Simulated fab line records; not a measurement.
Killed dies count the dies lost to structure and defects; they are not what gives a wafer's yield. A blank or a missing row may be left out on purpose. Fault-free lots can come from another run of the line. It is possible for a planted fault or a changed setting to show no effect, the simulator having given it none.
fab line records	flow gf180mcu
record: lots: 14	wafers: 42	last-day: 34
route steps=602 shown STI@1 POLY_GATE@168 HV_LDD@212 SAB@275
lots with no fault: from the same line, run without faults
start-h: hours from the record's first day to the start of the lot's first wafer shown	wait-h: hours since the lot's step before	" identical to the entry in the row above	L1.1+2: a row that stands for several wafers	- no value, or no start was given	* or withheld: withheld	< > ~ a bound
route shown NAME@n: a module of which the file shows steps, and the number in the route of the first	usual: mean and standard deviation over wafers with no fault	same: alike in all rows	chamber/n: place in a boat	sites: per-site readings	_std_site: the values' standard deviation	_edge_site: outer sites' mean less inner sites'	radius-mm: for every site, how far away it sits from the centre of the wafer	mask NAME#n: copy n	behind: the most recent tool/chamber to have shaped the wafer	hold: what put the lot on hold/how long, in hours/how the hold closed	device: names the non-switching transistor (n, p or np)	end of line: tests of these same wafers at the route's end	where a step has no rows: the recipe by itself	killed: dies lost to structure and defects at the first sort, not the wafer's yield	map: shows each die of a wafer: x if killed, . if not, _ if none is there
set.NAME: the setting as run; set.NAME@STEP: as run at that earlier step	model.NAME: the simulator's own value behind a step, which no gauge read
one table for each step of the route and one row for each wafer, over a sample of lots
services: the hour from which a tool's chamber was out of use, counted from the record's first day as start-h (under 0 if before that day), plus the number of hours and why
== steps ==
step: GF_STI_BOW_MEAS_00
recipe: mode: bow
usual: INCOMING_BOW: 0/6.5
lot.wafer	tool	chamber	start-h	wait-h	INCOMING_BOW[um]
L278.1	film-metro-02	-	10.00	-	-5
L278.4	"	-	"	"	2
L278.6	"	-	"	"	-11
L279.1	film-metro-04	-	15.00	-	8
L279.2	"	-	"	"	-11
L279.6	"	-	"	"	10
L286.2	film-metro-03	-	50.02	-	11
L286.3	"	-	"	"	-4
L286.4	"	-	"	"	4
L287.2	film-metro-03	-	55.02	-	6
L287.4	"	-	"	"	-2
L287.6	"	-	"	"	3
L288.2	film-metro-02	-	60.02	-	-1
L288.5	"	-	"	"	-1
L288.6	"	-	"	"	7
L289.2	film-metro-02	-	65.02	-	-5
L289.3	"	-	"	"	-2
L289.4	"	-	"	"	-9
L291.3	film-metro-02	-	75.04	-	-10
L291.5	"	-	"	"	9
L291.6	"	-	"	"	-2
L292.1	film-metro-02	-	80.00	-	-1
L292.2	"	-	"	"	1
L292.5	"	-	"	"	-3
L293.1	film-metro-03	-	85.00	-	6
L293.2	"	-	"	"	-3
L293.3	"	-	"	"	3
L296.1	film-metro-03	-	100.00	-	1
L296.2	"	-	"	"	-6
L296.5	"	-	"	"	-4
L297.1	film-metro-03	-	105.00	-	-11
L297.3	"	-	"	"	3
L297.4	"	-	"	"	-9
L299.2	film-metro-02	-	115.02	-	12
L299.3	"	-	"	"	-4
L299.4	"	-	"	"	-4
L300.1	film-metro-02	-	120.00	-	-5
L300.3	"	-	"	"	-1
L300.5	"	-	"	"	6
L301.1	film-metro-04	-	125.00	-	-1
L301.3	"	-	"	"	1
L301.6	"	-	"	"	5
step: GF_POLY_GATE_OVL_MEAS_11
usual: POLY_GATE_OVL: 2/5.5
lot.wafer	tool	chamber	start-h	wait-h	POLY_GATE_OVL[nm]
L278.1	overlay-02	-	198.56	0.1	13
L278.4	"	-	"	"	-2
L278.6	"	-	"	"	2
L279.1	overlay-02	-	205.45	0.1	-4
L279.2	"	-	"	"	7
L279.6	"	-	"	"	5
L286.2	overlay-01	-	249.41	0.1	7
L286.3	"	-	"	"	-2
L286.4	"	-	"	"	5
L287.2	overlay-01	-	259.76	0.1	1
L287.4	"	-	"	"	4
L287.6	"	-	"	"	1
L288.2	overlay-01	-	269.16	0.1	5
L288.5	"	-	"	"	-5
L288.6	"	-	"	"	-4
L289.2	overlay-01	-	274.86	0.1	-6
L289.3	"	-	"	"	1
L289.4	"	-	"	"	-2
L291.3	overlay-01	-	289.36	0.1	6
L291.5	"	-	"	"	9
L291.6	"	-	"	"	4
L292.1	overlay-01	-	295.05	0.1	4
L292.2	"	-	"	"	11
L292.5	"	-	"	"	2
L293.1	overlay-01	-	304.36	0.1	5
L293.2	"	-	"	"	3
L293.3	"	-	"	"	5
L296.1	overlay-01	-	322.60	0.1	11
L296.2	"	-	"	"	11
L296.5	"	-	"	"	6
L297.1	overlay-02	-	331.75	0.1	6
L297.3	"	-	"	"	-4
L297.4	"	-	"	"	3
L299.2	overlay-02	-	352.40	0.1	0
L299.3	"	-	"	"	-1
L299.4	"	-	"	"	-3
L300.1	overlay-01	-	356.15	0.1	3
L300.3	"	-	"	"	9
L300.5	"	-	"	"	1
L301.1	overlay-02	-	360.15	0.1	4
L301.3	"	-	"	"	9
L301.6	"	-	"	"	-3
step: GF_HV_LDD_IMPLANT_36
recipe: species: P	energy-kev: 60	dose-cm2: 7.5e+12	tilt-deg: 30	rotation-deg: 270
usual: dose-ions-cm2: 7.502e+12/7.6e+09	faraday-current-uA: 42.3/0.78
lot.wafer	tool	chamber	start-h	wait-h	dose-ions-cm2	faraday-current-uA
L278.1	implanter-04	0	255.78	0.1	7.499e+12	42.5
L278.4	"	0	"	"	7.489e+12	41.8
L278.6	"	0	"	"	7.517e+12	42.8
L279.1	implanter-03	0	261.59	0.1	7.503e+12	43.3
L279.2	"	0	"	"	7.503e+12	41.8
L279.6	"	0	"	"	7.509e+12	42.1
L286.2	implanter-03	0	310.76	0.1	7.506e+12	44.2
L286.3	"	0	"	"	7.488e+12	40.5
L286.4	"	0	"	"	7.501e+12	41.5
L287.2	implanter-03	0	324.01	0.1	9.359e+12	54.3
L287.4	"	0	"	"	9.354e+12	53.6
L287.6	"	0	"	"	9.342e+12	52.1
L288.2	implanter-03	0	331.56	0.1	9.354e+12	50.5
L288.5	"	0	"	"	9.339e+12	50.4
L288.6	"	0	"	"	9.343e+12	52.2
L289.2	implanter-03	0	338.61	0.1	9.359e+12	52.5
L289.3	"	0	"	"	9.35e+12	53.1
L289.4	"	0	"	"	9.343e+12	52.9
L291.3	implanter-04	0	355.84	0.1	7.499e+12	41.1
L291.5	"	0	"	"	7.508e+12	43.1
L291.6	"	0	"	"	7.502e+12	42.9
L292.1	implanter-04	0	361.88	0.1	7.499e+12	42.9
L292.2	"	0	"	"	7.504e+12	43.9
L292.5	"	0	"	"	7.507e+12	41.9
L293.1	implanter-01	0	370.28	0.1	7.508e+12	43.3
L293.2	"	0	"	"	7.498e+12	40.8
L293.3	"	0	"	"	7.51e+12	42.1
L296.1	implanter-04	0	395.58	0.1	7.502e+12	42.7
L296.2	"	0	"	"	7.5e+12	42.1
L296.5	"	0	"	"	7.498e+12	42.8
L297.1	implanter-03	0	399.98	0.1	7.505e+12	41.2
L297.3	"	0	"	"	7.506e+12	41.9
L297.4	"	0	"	"	7.504e+12	41.8
L299.2	implanter-04	0	425.31	0.1	7.503e+12	42.5
L299.3	"	0	"	"	7.504e+12	42.5
L299.4	"	0	"	"	7.507e+12	41.2
L300.1	implanter-03	0	434.83	0.1	7.508e+12	42.4
L300.3	"	0	"	"	7.505e+12	41.9
L300.5	"	0	"	"	7.502e+12	42.1
L301.1	implanter-04	0	434.89	0.1	7.492e+12	41.1
L301.3	"	0	"	"	7.489e+12	41.2
L301.6	"	0	"	"	7.488e+12	43.3
step: GF_HV_LDD_RS_MEAS_53
recipe: thk-meas-gauge: four-point-probe
usual: HV_LDD_RS: 418.3/1
lot.wafer	tool	chamber	start-h	wait-h	HV_LDD_RS[ohm/sq]
L278.1	film-metro-03	-	276.11	0.1	418.7
L278.4	"	-	"	"	419.9
L278.6	"	-	"	"	420.2
L279.1	film-metro-03	-	281.37	0.1	419.0
L279.2	"	-	"	"	418.5
L279.6	"	-	"	"	418.6
L286.2	film-metro-04	-	332.04	0.1	418.3
L286.3	"	-	"	"	418.3
L286.4	"	-	"	"	418.4
L287.2	film-metro-04	-	345.05	0.1	414.1
L287.4	"	-	"	"	412.3
L287.6	"	-	"	"	411.5
L288.2	film-metro-01	-	353.64	0.1	414.3
L288.5	"	-	"	"	416.0
L288.6	"	-	"	"	415.4
L289.2	film-metro-03	-	360.64	0.1	413.5
L289.3	"	-	"	"	414.7
L289.4	"	-	"	"	413.7
L291.3	film-metro-03	-	378.16	0.1	418.0
L291.5	"	-	"	"	417.9
L291.6	"	-	"	"	418.5
L292.1	film-metro-01	-	384.66	0.1	417.5
L292.2	"	-	"	"	417.3
L292.5	"	-	"	"	418.5
L293.1	film-metro-03	-	393.82	0.1	418.8
L293.2	"	-	"	"	418.9
L293.3	"	-	"	"	417.6
L296.1	film-metro-01	-	418.79	0.1	418.9
L296.2	"	-	"	"	419.4
L296.5	"	-	"	"	418.2
L297.1	film-metro-01	-	424.37	0.1	416.8
L297.3	"	-	"	"	417.4
L297.4	"	-	"	"	417.6
L299.2	film-metro-01	-	449.62	0.1	417.8
L299.3	"	-	"	"	418.2
L299.4	"	-	"	"	417.7
L300.1	film-metro-01	-	459.80	0.1	418.3
L300.3	"	-	"	"	420.0
L300.5	"	-	"	"	420.1
L301.1	film-metro-04	-	459.86	0.1	418.0
L301.3	"	-	"	"	418.9
L301.6	"	-	"	"	417.4
step: GF_SAB_ETCH_11
recipe: chemistry: C4F8/O2/Ar	mask-material: NOVOLAK	target: SiO2	target-depth-nm: 55	source-w: 1500	bias-w: 1200	pressure-mtorr: 40	c4f8-flow-sccm: withheld	O2_flow_sccm: 6	Ar_flow_sccm: 300	time-s: 8.5
usual: oes-product-au: 1.001/0.013
lot.wafer	tool	chamber	start-h	wait-h	oes-product-au	rf-hours-counter-h
L278.1	rie-diel-04	2	340.24	0.0	1.021	2
L278.4	"	1	"	"	1.003	31
L278.6	"	0	"	"	1.006	-
L279.1	rie-diel-04	2	346.39	0.0	1.012	2
L279.2	"	0	"	"	0.998	71
L279.6	"	2	"	"	1.020	-
L286.2	rie-diel-04	0	402.88	0.0	1.017	73
L286.3	"	2	"	"	1.005	3
L286.4	"	3	"	"	0.993	40
L287.2	rie-diel-04	1	417.64	0.0	0.995	32
L287.4	"	2	"	"	1.015	4
L287.6	"	1	"	"	0.997	-
L288.2	rie-diel-03	0	426.19	0.0	0.982	3
L288.5	"	0	"	"	0.993	-
L288.6	"	1	"	"	1.006	-
L289.2	rie-diel-03	3	433.19	0.0	0.997	41
L289.3	"	1	"	"	1.003	63
L289.4	"	2	"	"	1.007	4
L291.3	rie-diel-03	1	453.09	0.0	1.014	63
L291.5	"	1	"	"	1.016	-
L291.6	"	3	"	"	1.000	-
L292.1	rie-diel-03	1	458.78	0.0	1.010	63
L292.2	"	2	"	"	1.011	5
L292.5	"	3	"	"	1.001	-
L293.1	rie-diel-04	1	469.93	0.0	1.000	34
L293.2	"	0	"	"	1.010	74
L293.3	"	3	"	"	0.986	42
L296.1	rie-diel-01	1	494.24	0.0	1.009	5
L296.2	"	3	"	"	0.997	66
L296.5	"	1	"	"	1.017	-
L297.1	rie-diel-03	0	500.68	0.0	0.991	5
L297.3	"	3	"	"	1.007	43
L297.4	"	1	"	"	1.012	64
L299.2	rie-diel-03	0	523.68	0.0	0.984	5
L299.3	"	1	"	"	1.017	65
L299.4	"	3	"	"	0.994	44
L300.1	rie-diel-03	3	534.14	0.0	1.001	44
L300.3	"	1	"	"	1.027	65
L300.5	"	2	"	"	1.015	-
L301.1	rie-diel-04	0	534.44	0.0	1.017	76
L301.3	"	2	"	"	1.015	7
L301.6	"	3	"	"	1.007	-
== services ==
tool	chamber	start-h	hours	kind
implanter-01	-	241.18	4.8	pm
rie-diel-01	3	250.45	2.6	repair
implanter-01	-	251.80	2.2	repair
rie-diel-04	0	257.70	3.6	repair
rie-diel-04	-	261.44	2.8	pm
rie-diel-03	-	267.37	0.9	repair
rie-diel-03	1	280.55	3.3	repair
rie-diel-03	2	292.89	9.8	repair
rie-diel-01	3	297.51	6.8	repair
implanter-01	-	306.29	1.9	repair
rie-diel-04	0	318.41	1.9	repair
rie-diel-03	0	323.99	10.0	repair
rie-diel-03	3	340.91	27.9	repair
rie-diel-04	3	342.65	4.7	repair
implanter-03	-	359.45	3.6	pm
rie-diel-03	2	363.46	4.0	repair
implanter-03	-	390.34	2.1	repair
implanter-04	-	407.05	3.8	pm
rie-diel-03	-	443.33	2.8	pm
rie-diel-03	0	448.55	8.7	repair
implanter-04	-	456.64	6.2	repair
rie-diel-03	-	462.30	1.1	repair
rie-diel-04	1	494.58	2.6	repair
rie-diel-03	0	501.77	1.8	repair
== key ==
first-sign: step: GF_HV_LDD_IMPLANT_36	reading: dose-ions-cm2	direction: up	sigmas: 99+	usual: 7.502e+12	struck: 9.349e+12
effect: step: GF_HV_LDD_IMPLANT_36	reading: faraday-current-uA	direction: up	sigmas: 13	usual: 42.3	struck: 52.4
effect: step: GF_HV_LDD_RS_MEAS_53	reading: HV_LDD_RS	direction: down	sigmas: 4.3	usual: 418.3	struck: 413.9
met-at GF_HV_LDD_IMPLANT_36
struck-lots L287,L288,L289
tester-left-out L287,L288,L289
not-acting-at GF_STI_BOW_MEAS_00,GF_POLY_GATE_OVL_MEAS_11,GF_SAB_ETCH_11
onset-between 310.76 324.01
fault: kind: process-parameter-drift	tool: implanter-03	chamber: -	onset-h: 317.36	steps: GF_HV_LDD_IMPLANT_36	channel: dose-cm2	offset: 1.8426e+12	shape: step	end-h: 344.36	acts-in: these-recipes-only	stated: 7.5e+12
tester-left-out: of these lots the tester's yield and bins aren't shown, on N5 and GAA mostly nor the transistor test; their killed dies are dies lost to structure and defects alone, not to doping, threshold or leakage, so they don't give the yield
